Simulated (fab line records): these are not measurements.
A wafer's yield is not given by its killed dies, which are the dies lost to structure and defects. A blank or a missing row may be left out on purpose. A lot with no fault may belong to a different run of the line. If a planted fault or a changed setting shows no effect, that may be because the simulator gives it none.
What tool caused it? ; flow sky130 ; 11 lots, 33 wafers sampled, at 3 steps of a route of 708

## WHAT EACH GAUGE READ, for each wafer
SKY_CAPM_THK_MEAS_01. Usual: for CAPM_CVD_00_THK the level is 15.52 nm and the standard deviation is 0.23.
lot;measured;on;CAPM_CVD_00_THK (nm);flag
L300;day 36 17:52;filmMetro-03;15.19 15.40 15.47;
L301;day 37 02:39;filmMetro-02;15.17 15.35 15.44;
L302;day 37 03:56;filmMetro-02;15.54 15.29 15.54;
L306;day 38 10:58;filmMetro-03;15.36 15.66 15.72;
L309;day 39 01:53;filmMetro-03;15.62 15.47 15.52;
L315;day 41 07:05;filmMetro-03;15.45 15.65 15.57;
L316;day 41 16:53;filmMetro-01;15.46 15.56 15.77;
L317;day 41 21:36;filmMetro-01;15.54 15.81 15.98;
L318;day 41 21:50;filmMetro-01;15.56 15.45 15.62;
L319;day 42 02:51;filmMetro-02;15.31 15.24 15.38;
L320;day 42 16:11;filmMetro-01;15.23 15.13 15.50;

SKY_VIA3_CD_MEAS_12 targets a cd of 200 nm. Usual: cdNm 200.1 nm, standard deviation 1.5.
lot;measured;on;cdNm (nm);flag
L300;day 39 23:47;cdSem-02;199.7 199.0 199.0;
L301;day 40 09:46;cdSem-01;199.0 198.5 198.4;
L302;day 40 10:05;cdSem-01;199.2 200.3 200.1;
L306;day 41 15:28;cdSem-02;200.6 200.4 201.1;
L309;day 42 04:50;cdSem-02;199.9 200.5 199.0;
L315;day 44 06:45;cdSem-01;201.0 201.1 200.2;
L316;day 44 15:48;cdSem-01;202.2 201.9 200.4;
L317;day 44 20:52;cdSem-01;199.1 199.1 199.8;
L318;day 44 21:16;cdSem-02;200.7 199.4 201.0;
L319;day 44 23:10;cdSem-02;201.7 202.1 202.2;
L320;day 45 12:52;cdSem-01;203.5 201.8 199.9;

## TOOL THAT RAN EACH LOT (tool first, then ch and the chambers of the sampled wafers, then the start)
lot;SKY_METAL3_ETCH_17
L300;rieDiel-01 ch 2,3, day 38 21:28
L301;rieDiel-02 ch 0,1,2, day 39 07:18
L302;rieDiel-04 ch 0,1,2, day 39 07:34
L306;rieDiel-04 ch 0,2,3, day 40 14:18
L309;rieDiel-04 ch 0,1,3, day 41 03:34
L315;rieDiel-04 ch 2,3, day 43 06:42
L316;rieDiel-02 ch 1,2,3, day 43 15:39
L317;rieDiel-01 ch 0,2,3, day 43 21:39
L318;rieDiel-02 ch 0,1,2, day 43 22:00
L319;rieDiel-02 ch 0,1,2, day 44 00:39
L320;rieDiel-04 ch 1,2, day 44 14:07
- SKY_METAL3_ETCH_17: etches SiO2 in C4F8/O2/Ar, stops on TiN, time 3.9 s, target depth 15 nm.

## WHAT THE TOOLS THEMSELVES READ (means of the sampled wafers that have a number; where no wafer has one, the mark that the record gives instead)
SKY_METAL3_ETCH_17. Usual: oesProductAu 0.755 a.u., standard deviation 0.0068; rfFwdPowerW 1470 W, standard deviation 7.
lot;tool;oesProductAu (a.u.);rfFwdPowerW (W);flag
L300;rieDiel-01;0.748;1469;
L301;rieDiel-02;0.756;1470;
L302;rieDiel-04;0.748;1469;
L306;rieDiel-04;0.759;1470;
L309;rieDiel-04;0.753;1468;
L315;rieDiel-04;0.757;1466;
L316;rieDiel-02;0.753;1475;
L317;rieDiel-01;0.760;1473;
L318;rieDiel-02;0.754;1472;
L319;rieDiel-02;0.750;1473;
L320;rieDiel-04;0.749;1472;

## THE ANSWER, worked out from the rows above alone
Rule: lot off if the mean of its wafers having a number is beyond 3 standard deviations from the usual mean. A lot without any number at a reading at which 4 lots or more have one is off too. All remaining lots with rows at the step are treated as sound. Order of review: gauges by route order, followed by the tools' own readings, for which a lot's mean as printed above is used. At the first step where some lot is off, the reading lying furthest off is the one used; lots without a number count as furthest.
No lot is off at any reading shown: from this, nothing can be told.

## WHAT THE SIMULATOR HAD PUT IN
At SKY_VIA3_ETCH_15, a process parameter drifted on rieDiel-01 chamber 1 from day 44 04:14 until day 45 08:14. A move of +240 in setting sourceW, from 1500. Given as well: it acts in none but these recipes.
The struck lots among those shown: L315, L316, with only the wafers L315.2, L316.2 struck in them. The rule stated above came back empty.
